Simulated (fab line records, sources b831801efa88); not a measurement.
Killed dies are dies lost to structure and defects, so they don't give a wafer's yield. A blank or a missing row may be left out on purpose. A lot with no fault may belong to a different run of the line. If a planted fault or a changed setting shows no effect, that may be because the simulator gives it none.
fab line records	flow gf180mcu
record lots=14	wafers=42	last-day=34
route steps=602 shown LVPWELL@56 MVSD@77 MVPSD@89 M1@320 V1@351 V2@383
lots with no fault: from the same line, run without faults
start-h: start of the lot's first displayed wafer, in hours after the record's first day	wait-h: hours elapsed since this lot's preceding step	" repeats the value in the row above	L1.1+2: a row that stands for several wafers	- no value present, or no start provided	* or withheld: withheld	< > ~ a bound
route shown NAME@n: NAME is a module with steps in the file, n the number in the route of the first one	usual: the fault-free wafers' mean and standard deviation	same: alike in all rows	chamber/n: place in a boat	sites: readings site by site	_std_site: the values' standard deviation	_edge_site: outer sites' mean less inner sites'	radius-mm: how far each site lies from the wafer's centre	mask NAME#n: copy n	behind: the tool/chamber that last shaped the wafer	hold: reason for holding the lot/hours on hold/outcome of the hold	device: the n, p or np transistor that did not switch	end of line: the tests these same wafers got at the end of their route	a step without rows: its recipe alone	killed: the dies lost at the first sort to structure and to defects; this is not the yield of the wafer	map: the dies of a wafer, with x for killed, . for not killed, _ for no die there
set.NAME: setting as actually run; set.NAME@STEP: the setting as run at that earlier step	model.NAME: the simulator's own value behind a step, which no gauge read
a sample of lots followed through the steps of the route, with each step as a table and each wafer as a row
services: when a tool's chamber went out of use (start-h, in hours from the record's first day, below 0 if earlier), for how many hours, and the reason
## steps
# step GF_LVPWELL_COAT_02
# recipe spin-rpm=2000	resist-thk-nm=3000
# usual chill-plate-temp-C=23.00/0.11	dispense-pressure-kPa=50/5.6
lot.wafer	tool	chamber	start-h	wait-h	chill-plate-temp-C	dispense-pressure-kPa
L131.3	litho-track-03	0	62.41	0.1	23.08	52
L131.4	"	0	"	"	23.01	52
L131.5	"	0	"	"	23.06	52
L132.2	litho-track-02	0	68.70	0.1	22.97	56
L132.3	"	0	"	"	22.99	56
L132.4	"	0	"	"	23.03	56
L133.2	litho-track-02	0	72.95	0.1	22.86	56
L133.4	"	0	"	"	23.12	56
L133.6	"	0	"	"	23.09	56
L134.1	litho-track-03	0	79.76	0.1	22.99	52
L134.3	"	0	"	"	23.08	52
L134.5	"	0	"	"	23.05	52
L136.1	litho-track-03	0	90.11	0.1	22.96	52
L136.4	"	0	"	"	22.98	52
L136.6	"	0	"	"	23.01	52
L139.3	litho-track-01	0	106.73	0.1	23.03	43
L139.4	"	0	"	"	23.07	43
L139.6	"	0	"	"	23.10	43
L140.3	litho-track-03	0	113.61	0.1	23.11	52
L140.4	"	0	"	"	23.04	52
L140.5	"	0	"	"	22.84	52
L148.4	litho-track-03	-	157.79	0.1	-	-
L148.5	"	-	"	"	-	-
L148.6	"	-	"	"	-	-
L149.1	litho-track-03	-	161.71	0.1	-	-
L149.2	"	-	"	"	-	-
L149.3	"	-	"	"	-	-
L150.2	litho-track-03	0	166.74	0.1	22.82	52
L150.4	"	0	"	"	22.96	52
L150.5	"	0	"	"	23.07	52
L151.2	litho-track-01	0	171.45	0.1	23.18	43
L151.3	"	0	"	"	23.12	43
L151.4	"	0	"	"	23.06	43
L152.1	litho-track-01	0	190.78	0.1	22.92	43
L152.2	"	0	"	"	22.93	43
L152.6	"	0	"	"	23.04	43
L153.1	litho-track-02	0	190.92	0.1	22.97	56
L153.2	"	0	"	"	23.02	56
L153.4	"	0	"	"	22.97	56
L154.1	litho-track-01	0	194.83	0.1	23.19	43
L154.2	"	0	"	"	22.95	43
L154.3	"	0	"	"	23.12	43
# step GF_LVPWELL_OVL_MEAS_07
# usual LVPWELL_OVL=-0.4/1.3
lot.wafer	tool	chamber	start-h	wait-h	LVPWELL_OVL[nm]
L131.3	overlay-02	-	69.74	-	0.7
L131.4	"	-	"	"	1.6
L131.5	"	-	"	"	0.1
L132.2	overlay-01	-	75.18	-	-2.0
L132.3	"	-	"	"	-1.1
L132.4	"	-	"	"	0.2
L133.2	overlay-01	-	79.47	-	1.4
L133.4	"	-	"	"	1.1
L133.6	"	-	"	"	2.0
L134.1	overlay-02	-	86.71	-	-1.0
L134.3	"	-	"	"	-0.4
L134.5	"	-	"	"	-1.1
L136.1	overlay-02	-	97.73	-	-0.7
L136.4	"	-	"	"	0.1
L136.6	"	-	"	"	-0.8
L139.3	overlay-02	-	114.27	-	-0.9
L139.4	"	-	"	"	-2.7
L139.6	"	-	"	"	-1.1
L140.3	overlay-02	-	120.89	-	-0.3
L140.4	"	-	"	"	-1.6
L140.5	"	-	"	"	-0.8
L148.4	overlay-01	-	166.43	-	-
L148.5	"	-	"	"	-
L148.6	"	-	"	"	-
L149.1	overlay-01	-	170.38	-	-
L149.2	"	-	"	"	-
L149.3	"	-	"	"	-
L150.2	overlay-01	-	174.77	-	2.9
L150.4	"	-	"	"	-0.5
L150.5	"	-	"	"	0.1
L151.2	overlay-01	-	179.53	-	-2.6
L151.3	"	-	"	"	-2.8
L151.4	"	-	"	"	-2.0
L152.1	overlay-02	-	199.32	-	-1.1
L152.2	"	-	"	"	0.0
L152.6	"	-	"	"	0.8
L153.1	overlay-02	-	199.67	-	-1.6
L153.2	"	-	"	"	-1.3
L153.4	"	-	"	"	-0.8
L154.1	overlay-02	-	203.82	-	0.1
L154.2	"	-	"	"	0.0
L154.3	"	-	"	"	-0.7
# step GF_MVSD_TW_MEAS_11
# usual MVSD_TW=1599/7.4
lot.wafer	tool	chamber	start-h	wait-h	MVSD_TW
L131.3	film-metro-04	-	84.13	0.1	1610
L131.4	"	-	"	"	1604
L131.5	"	-	"	"	1608
L132.2	film-metro-03	-	89.97	0.1	1590
L132.3	"	-	"	"	1597
L132.4	"	-	"	"	1592
L133.2	film-metro-03	-	93.77	0.1	1586
L133.4	"	-	"	"	1588
L133.6	"	-	"	"	1591
L134.1	film-metro-04	-	101.31	0.1	1595
L134.3	"	-	"	"	1597
L134.5	"	-	"	"	1604
L136.1	film-metro-03	-	112.91	0.1	1592
L136.4	"	-	"	"	1588
L136.6	"	-	"	"	1591
L139.3	film-metro-04	-	129.50	0.1	1608
L139.4	"	-	"	"	1603
L139.6	"	-	"	"	1609
L140.3	film-metro-04	-	136.83	0.1	1602
L140.4	"	-	"	"	1605
L140.5	"	-	"	"	1605
L148.4	film-metro-04	-	183.74	0.1	1624
L148.5	"	-	"	"	1616
L148.6	"	-	"	"	1625
L149.1	film-metro-03	-	187.36	0.1	1614
L149.2	"	-	"	"	1618
L149.3	"	-	"	"	1612
L150.2	film-metro-04	-	193.02	0.1	1607
L150.4	"	-	"	"	1611
L150.5	"	-	"	"	1603
L151.2	film-metro-03	-	197.12	0.1	1600
L151.3	"	-	"	"	1592
L151.4	"	-	"	"	1602
L152.1	film-metro-04	-	218.12	0.1	1601
L152.2	"	-	"	"	1604
L152.6	"	-	"	"	1600
L153.1	film-metro-03	-	218.66	0.1	1596
L153.2	"	-	"	"	1596
L153.4	"	-	"	"	1601
L154.1	film-metro-04	-	222.22	0.1	1605
L154.2	"	-	"	"	1616
L154.3	"	-	"	"	1603
# step GF_MVPSD_TW_MEAS_11
# usual MVPSD_TW=559.5/2.9
lot.wafer	tool	chamber	start-h	wait-h	MVPSD_TW
L131.3	film-metro-04	-	98.52	0.1	559.8
L131.4	"	-	"	"	560.7
L131.5	"	-	"	"	560.5
L132.2	film-metro-04	-	104.96	0.1	559.2
L132.3	"	-	"	"	558.4
L132.4	"	-	"	"	557.9
L133.2	film-metro-03	-	108.11	0.1	558.5
L133.4	"	-	"	"	556.6
L133.6	"	-	"	"	554.8
L134.1	film-metro-04	-	115.79	0.1	557.7
L134.3	"	-	"	"	561.6
L134.5	"	-	"	"	561.2
L136.1	film-metro-03	-	127.84	0.1	557.5
L136.4	"	-	"	"	559.3
L136.6	"	-	"	"	558.8
L139.3	film-metro-03	-	144.72	0.1	554.1
L139.4	"	-	"	"	559.3
L139.6	"	-	"	"	556.6
L140.3	film-metro-04	-	152.37	0.1	559.8
L140.4	"	-	"	"	560.9
L140.5	"	-	"	"	561.4
L148.4	film-metro-03	-	201.07	0.1	699.0
L148.5	"	-	"	"	697.4
L148.6	"	-	"	"	698.2
L149.1	film-metro-04	-	204.59	0.1	699.9
L149.2	"	-	"	"	700.6
L149.3	"	-	"	"	702.5
L150.2	film-metro-03	-	210.76	0.1	560.0
L150.4	"	-	"	"	560.3
L150.5	"	-	"	"	560.8
L151.2	film-metro-04	-	215.15	0.1	562.6
L151.3	"	-	"	"	559.7
L151.4	"	-	"	"	562.7
L152.1	film-metro-03	-	236.54	0.1	560.7
L152.2	"	-	"	"	559.8
L152.6	"	-	"	"	561.7
L153.1	film-metro-03	-	236.89	0.1	561.1
L153.2	"	-	"	"	561.0
L153.4	"	-	"	"	558.4
L154.1	film-metro-04	-	240.55	0.1	560.8
L154.2	"	-	"	"	561.7
L154.3	"	-	"	"	564.2
# step GF_M1_RS_MEAS_05
# recipe thk-meas-gauge=four-point-probe	reads=TiN_of_M1_SPUTTER_04+Ti_of_M1_SPUTTER_03+AlCu_of_M1_SPUTTER_02+TiN_of_M1_SPUTTER_01+Ti_of_M1_SPUTTER_00
# usual M1_ALCU_RS=0.0702/0.00085
lot.wafer	tool	chamber	start-h	wait-h	M1_ALCU_RS[ohm/sq]
L131.3	film-metro-02	-	364.00	0.1	0.0713
L131.4	"	-	"	"	0.0709
L131.5	"	-	"	"	0.0715
L132.2	film-metro-02	-	381.09	0.0	0.0708
L132.3	"	-	"	"	0.0708
L132.4	"	-	"	"	0.0709
L134.1	film-metro-01	-	389.33	0.0	0.0715
L134.3	"	-	"	"	0.0702
L134.5	"	-	"	"	0.0692
L133.2	film-metro-02	-	391.60	0.0	0.0701
L133.4	"	-	"	"	0.0712
L133.6	"	-	"	"	0.0701
L136.1	film-metro-01	-	412.44	0.0	0.0718
L136.4	"	-	"	"	0.0708
L136.6	"	-	"	"	0.0702
L139.3	film-metro-01	-	438.74	0.1	0.0702
L139.4	"	-	"	"	0.0698
L139.6	"	-	"	"	0.0691
L140.3	film-metro-01	-	447.05	0.1	0.0709
L140.4	"	-	"	"	0.0699
L140.5	"	-	"	"	0.0701
L148.4	film-metro-02	-	519.00	0.1	0.0691
L148.5	"	-	"	"	0.0698
L148.6	"	-	"	"	0.0689
L149.1	film-metro-02	-	521.77	0.0	0.0699
L149.2	"	-	"	"	0.0711
L149.3	"	-	"	"	0.0696
L150.2	film-metro-02	-	524.45	0.0	0.0695
L150.4	"	-	"	"	0.0694
L150.5	"	-	"	"	0.0704
L151.2	film-metro-01	-	534.10	0.0	0.0696
L151.3	"	-	"	"	0.0713
L151.4	"	-	"	"	0.0698
L152.1	film-metro-02	-	560.68	0.0	0.0708
L152.2	"	-	"	"	0.0696
L152.6	"	-	"	"	0.0699
L153.1	film-metro-02	-	563.22	0.0	0.0711
L153.2	"	-	"	"	0.0692
L153.4	"	-	"	"	0.0708
L154.1	film-metro-02	-	566.21	0.1	0.0690
L154.2	"	-	"	"	0.0686
L154.3	"	-	"	"	0.0680
# step GF_V1_ETCH_16
# recipe chemistry=N2/H2	target-depth-a=withheld	overetch-a=withheld	time-s=withheld	target=BARC	ion-energy-ev=200	source-w=500	bias-w=100	pressure-mtorr=30	n2-flow-sccm=100	h2-flow-sccm=200
# usual drypump-motor-current-A=5.9/0.54	oes-product-au=0.854/0.005	throttle-valve-pct=13.225/0.0089
lot.wafer	tool	chamber	start-h	wait-h	drypump-motor-current-A	oes-product-au	throttle-valve-pct
L131.3	rie-diel-03	1	411.73	0.0	5.1	0.852	13.225
L131.4	"	3	"	"	5.1	0.857	13.219
L131.5	"	1	"	"	5.2	0.852	13.222
L132.2	rie-diel-03	0	429.83	0.0	6.4	0.859	13.216
L132.3	"	3	"	"	5.1	0.858	13.230
L132.4	"	2	"	"	5.6	0.848	13.219
L134.1	rie-diel-01	2	439.11	0.0	6.0	0.850	13.222
L134.3	"	1	"	"	6.8	0.854	13.222
L134.5	"	1	"	"	6.8	0.854	13.222
L133.2	rie-diel-01	2	441.32	0.0	6.0	0.860	13.221
L133.4	"	1	"	"	6.8	0.852	13.234
L133.6	"	1	"	"	6.8	0.862	13.229
L136.1	rie-diel-01	3	462.83	0.0	5.5	0.849	13.234
L136.4	"	1	"	"	6.8	0.859	13.222
L136.6	"	0	"	"	6.2	0.850	13.224
L139.3	rie-diel-03	1	488.01	0.0	5.1	0.856	13.239
L139.4	"	2	"	"	5.6	0.856	13.222
L139.6	"	0	"	"	6.5	0.855	13.218
L140.3	rie-diel-03	0	496.71	0.0	6.5	0.850	13.245
L140.4	"	1	"	"	5.1	0.858	13.245
L140.5	"	0	"	"	6.5	0.853	13.223
L148.4	rie-diel-02	1	566.98	0.0	5.6	0.851	13.226
L148.5	"	2	"	"	6.3	0.862	13.226
L148.6	"	1	"	"	5.6	0.855	13.224
L149.1	rie-diel-03	0	568.98	0.0	6.5	0.853	13.226
L149.2	"	3	"	"	5.1	0.858	13.222
L149.3	"	2	"	"	5.7	0.851	13.227
L150.2	rie-diel-03	3	570.77	0.0	5.1	0.853	13.208
L150.4	"	0	"	"	6.5	0.843	13.224
L150.5	"	1	"	"	5.1	0.847	13.233
L151.2	rie-diel-01	3	579.87	0.0	5.5	0.849	13.243
L151.3	"	0	"	"	6.3	0.855	13.218
L151.4	"	2	"	"	6.0	0.856	13.224
L152.1	rie-diel-02	0	607.51	0.0	6.1	0.863	13.231
L152.2	"	3	"	"	6.0	0.845	13.223
L152.6	"	1	"	"	5.6	0.852	13.215
L153.1	rie-diel-03	3	607.86	0.0	5.1	0.855	13.219
L153.2	"	2	"	"	5.6	0.861	13.218
L153.4	"	0	"	"	6.5	0.856	13.239
L154.1	rie-diel-03	3	611.21	0.0	5.1	0.852	13.222
L154.2	"	1	"	"	5.1	0.857	13.223
L154.3	"	0	"	"	6.5	0.860	13.221
# step GF_V2_THK_MEAS_01
# recipe reads=SiO2_of_V2_CVD_00
# usual V2_CVD_00_THK=600/8
lot.wafer	tool	chamber	start-h	wait-h	V2_CVD_00_THK[nm]
L131.3	film-metro-04	-	438.74	0.1	608
L131.4	"	-	"	"	604
L131.5	"	-	"	"	606
L132.2	film-metro-04	-	456.53	0.0	607
L132.3	"	-	"	"	601
L132.4	"	-	"	"	599
L134.1	film-metro-03	-	466.36	0.0	601
L134.3	"	-	"	"	594
L134.5	"	-	"	"	594
L133.2	film-metro-03	-	468.38	0.0	606
L133.4	"	-	"	"	607
L133.6	"	-	"	"	609
L136.1	film-metro-02	-	488.88	0.0	590
L136.4	"	-	"	"	595
L136.6	"	-	"	"	588
L139.3	film-metro-02	-	514.46	0.1	617
L139.4	"	-	"	"	617
L139.6	"	-	"	"	611
L140.3	film-metro-02	-	523.18	0.1	595
L140.4	"	-	"	"	597
L140.5	"	-	"	"	607
L148.4	film-metro-03	-	591.21	0.0	608
L148.5	"	-	"	"	596
L148.6	"	-	"	"	588
L149.1	film-metro-04	-	593.30	0.0	602
L149.2	"	-	"	"	588
L149.3	"	-	"	"	601
L150.2	film-metro-03	-	596.01	0.0	606
L150.4	"	-	"	"	609
L150.5	"	-	"	"	596
L151.2	film-metro-04	-	602.89	0.0	598
L151.3	"	-	"	"	593
L151.4	"	-	"	"	596
L152.1	film-metro-02	-	630.25	0.0	584
L152.2	"	-	"	"	595
L152.6	"	-	"	"	584
L153.1	film-metro-03	-	631.80	0.0	591
L153.2	"	-	"	"	598
L153.4	"	-	"	"	593
L154.1	film-metro-02	-	634.42	0.0	609
L154.2	"	-	"	"	598
L154.3	"	-	"	"	601
## services
tool	chamber	start-h	hours	kind
rie-diel-02	2	46.88	3.0	repair
rie-diel-01	-	62.73	1.5	repair
rie-diel-01	-	96.25	4.0	pm
rie-diel-03	3	111.11	10.9	repair
rie-diel-02	0	119.81	1.7	repair
rie-diel-02	1	125.41	8.5	repair
rie-diel-02	2	154.11	24.9	repair
rie-diel-03	-	175.96	7.7	repair
rie-diel-01	-	185.35	0.5	repair
rie-diel-02	-	222.72	2.8	pm
rie-diel-03	-	239.15	2.6	repair
rie-diel-01	-	239.23	0.9	repair
rie-diel-01	0	271.17	10.8	repair
rie-diel-03	3	334.51	3.9	repair
rie-diel-01	3	348.93	6.5	repair
rie-diel-03	0	351.18	5.0	repair
rie-diel-01	-	372.30	2.8	pm
rie-diel-01	1	387.31	4.7	repair
rie-diel-03	2	432.39	1.5	repair
rie-diel-01	0	448.95	1.8	repair
rie-diel-03	-	510.82	0.3	repair
rie-diel-01	-	571.05	1.1	repair
rie-diel-03	0	598.03	3.8	repair
rie-diel-01	-	608.41	1.5	repair
## key
first-sign step=GF_LVPWELL_COAT_02	reading=tool-record	direction=missing
effect step=GF_LVPWELL_OVL_MEAS_07	reading=LVPWELL_OVL	direction=missing
effect step=GF_MVSD_TW_MEAS_11	reading=MVSD_TW	direction=up	sigmas=2.6	usual=1599	struck=1618
effect step=GF_MVPSD_TW_MEAS_11	reading=MVPSD_TW	direction=up	sigmas=49	usual=559.5	struck=699.6
met-at GF_LVPWELL_COAT_02
struck-lots L148,L149
sort-left-out L148.4,L148.5,L148.6,L149.1,L149.2,L149.3
tester-left-out L148,L149
not-acting-at GF_M1_RS_MEAS_05,GF_V1_ETCH_16,GF_V2_THK_MEAS_01
onset-between 113.61 157.79
fault kind=skipped-step-whole	tool=litho-track-03	chamber=-	onset-h=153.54	steps=GF_LVPWELL_COAT_02	scope=struck-lots-only
# tester-left-out: of these lots the tester's yield and bins aren't shown, on N5 and GAA mostly nor the transistor test; their killed dies are dies lost to structure and defects alone, not to doping, threshold or leakage, so they don't give the yield
# sort-left-out: the simulated sort isn't trusted on such a fault, so these wafers' sort isn't shown, and their yield isn't known
